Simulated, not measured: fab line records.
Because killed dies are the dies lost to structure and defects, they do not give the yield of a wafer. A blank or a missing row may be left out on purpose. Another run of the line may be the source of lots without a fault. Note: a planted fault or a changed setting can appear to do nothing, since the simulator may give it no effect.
Struck lot and sound lot, side by side -- flow gf180mcu -- 44 out of 602 route steps
Sound: these wafers, L664.1, L664.2, L664.5. Struck: wafer L673.2. (L673.1, L673.3 of the same lot were not struck and are left out.) The cause comes at the end.
Each step with rows lists, per side, the tool, then ch with its chambers, then its first start. Under that, the readings that differ: sound wafers -- struck wafers -- difference of the means -- sigmas: that difference in standard deviations of wafers without a fault.
alike: words and numbers the same on both sides, and readings whose means are apart by under 2 such deviations; not compared: readings that were withheld, readings missing a value for some wafer, numbers with overlapping values and no deviation given by the record, and bounds like >300 which may hide the same value.
Wherever a step has rows on one side only, a row that says differs or no value, or a row with sigmas, the two part there. Numbers that have no deviation but don't overlap get no sigmas and don't part them. Lack of a reading on every wafer of one side parts them only where that side has two or more wafers.

first, 2 steps without rows for these wafers: GF_CONTACT_CLEAN_20 (cleans in DIW); GF_CONTACT_CLEAN_21 (cleans in dHF, time 20 s).
GF_CONTACT_SPUTTER_22: material Ti, target thk 15 nm, time 80.02 s.
  sound: pvd sputter-01 at day 19 00:20; struck: pvd sputter-03 at day 22 06:34
  alike: cathode dc power W, throttle valve pct
GF_CONTACT_SPUTTER_23: material TiN, target thk 10 nm, time 40 s.
  sound: pvd sputter-01 at day 19 00:23; struck: pvd sputter-03 at day 22 06:38
  alike: cathode dc power W, throttle valve pct
then, 1 step without rows for these wafers: GF_CONTACT_CVD_24 (deposits W, target thk 300 nm, time 90.339 s).
GF_CONTACT_RS_MEAS_25: uses a four-point probe to measure.
  sound: film metro-03 at day 19 00:32; struck: film metro-04 at day 22 06:46
  alike: CONTACT_W_RS
GF_CONTACT_THK_MEAS_26: measures by xrf.
  sound: film metro-03 at day 19 00:39; struck: film metro-04 at day 22 06:53
  alike: CONTACT_W_THK
then, 1 step without rows for these wafers: GF_CONTACT_CMP_27 (polishes, stops on SiO2, t overpolish 13.59 s, target thk 0 nm).
GF_M1_SPUTTER_00: material Ti, target thk 37.5 nm, time 150 s.
  sound: pvd sputter-03 at day 19 01:10; struck: pvd sputter-02 at day 22 07:15
  alike: cathode dc power W, throttle valve pct
GF_M1_SPUTTER_01: material TiN, target thk 30 nm, time 25 s.
  sound: pvd sputter-03 at day 19 01:16; struck: pvd sputter-02 at day 22 07:21
  alike: cathode dc power W, throttle valve pct
then, 2 steps without rows for these wafers: GF_M1_SPUTTER_02 (material AlCu, target thk 450 nm, time 23.9 s); GF_M1_SPUTTER_03 (material Ti, target thk 10 nm, time 6.7 s).
GF_M1_SPUTTER_04: material TiN, target thk 50 nm, time 41.7 s.
  sound: pvd sputter-03 at day 19 01:20; struck: pvd sputter-02 at day 22 07:26
reading,sound,struck,difference,sigmas
cathode dc power W (W),6501.2 6500.1 6501.2,7903.3,+1402.5,+99 or more
model.TiN_of_M1_SPUTTER_04.thk nm (nm),49.17 50.08 49.9,60.97,+11.25,
  alike: throttle valve pct
GF_M1_RS_MEAS_05: uses a four-point probe to measure.
  sound: film metro-02 at day 19 01:23; struck: film metro-03 at day 22 07:28
  alike: M1_ALCU_RS
GF_M1_THK_MEAS_06: measures by xrf.
  sound: film metro-02 at day 19 01:30; struck: film metro-03 at day 22 07:35
reading,sound,struck,difference,sigmas
M1_ALCU_THK (nm),458 455 453,444,-11,-3
then, 7 steps without rows for these wafers: GF_M1_DEHYDRATE_07 (time 60 s); GF_M1_HMDS_08 (prime time 60 s); GF_M1_COAT_09 (resist thk 1000 nm); GF_M1_SOFTBAKE_10 (time 60 s); GF_M1_EXPOSE_11 (exposes mask Metal1, target cd 230 nm); GF_M1_PEB_12 (peb time 90 s); GF_M1_DEVELOP_13 (develop time 60 s).
GF_M1_CD_MEAS_14: target cd 230 nm.
  sound: cd sem-01 at day 20 01:24; struck: cd sem-01 at day 23 06:06
reading,sound,struck,difference,sigmas
cd nm (nm),229.2 227.6 228.9,232.0,+3.4,+3
GF_M1_OVL_MEAS_15:
  sound: overlay-02 at day 20 01:31; struck: overlay-02 at day 23 06:13
  alike: M1_OVL
then, 5 steps without rows for these wafers: GF_M1_METAL_ETCH_16 (etches the open film in Cl2/BCl3, stops on SiO2, target depth 750.8 nm, time 125.1 s); GF_M1_STRIP_17 (strips in O2/N2); GF_M1_STRIP_18 (strips in post etch residue remover, time 1200 s); GF_M1_CLEAN_19 (cleans in DIW); GF_V1_CVD_00 (deposits SiO2, target thk 600 nm, time 100 s).
GF_V1_THK_MEAS_01:
  sound: film metro-02 at day 20 02:17; struck: film metro-02 at day 23 07:03
reading,sound,struck,difference,sigmas
V1_CVD_00_THK (nm),639 632 636,621,-15,-2
GF_V1_CVD_02: deposits SiO2 from TEOS, target thk 850 nm, time 94.851 s.
  sound on pecvd-01 ch 0,2, day 20 02:21; struck on pecvd-03 ch 1, day 23 07:07
  alike: heater power w
GF_V1_THK_MEAS_03:
  sound: film metro-02 at day 20 02:25; struck: film metro-02 at day 23 07:11
  alike: V1_CVD_02_THK
then, 1 step without rows for these wafers: GF_V1_CMP_04 (polishes SiO2).
GF_V1_BOW_MEAS_05:
  sound: film metro-02 at day 20 02:47; struck: film metro-01 at day 23 07:32
  alike: V1_BOW
then, 8 steps without rows for these wafers: GF_V1_DEHYDRATE_06 (time 60 s); GF_V1_HMDS_07 (prime time 60 s); GF_V1_COAT_08; GF_V1_COAT_09 (resist thk 1000 nm); GF_V1_SOFTBAKE_10 (time 60 s); GF_V1_EXPOSE_11 (exposes mask Via1, target cd 260 nm); GF_V1_PEB_12 (peb time 90 s); GF_V1_DEVELOP_13 (develop time 60 s).
GF_V1_STRIP_19: strips in post etch residue remover, time 1200 s.
  sound on wet bench-03 ch 0, day 21 03:40; struck on wet bench-03 ch 2, day 24 06:11
reading,sound,struck,difference,sigmas
model.TiN_of_M1_SPUTTER_04.thk nm (nm),48.33 49.24 49.06,60.13,+11.25,
  alike: bath heat duty pct
following that, these wafers have no rows for 1 step: GF_PASSIVATION_PROBE_99.

## WHERE THEY PART
Earliest at GF_M1_SPUTTER_04; latest, in this record, at GF_V1_THK_MEAS_01. Later steps at which nothing parts them and some readings are alike: GF_V1_CVD_02, GF_V1_THK_MEAS_03, GF_V1_BOW_MEAS_05, GF_V1_STRIP_19.

WHY: whatever the simulator had introduced
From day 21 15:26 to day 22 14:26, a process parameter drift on pvd sputter-02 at GF_M1_SPUTTER_04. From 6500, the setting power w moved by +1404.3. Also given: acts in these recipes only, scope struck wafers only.
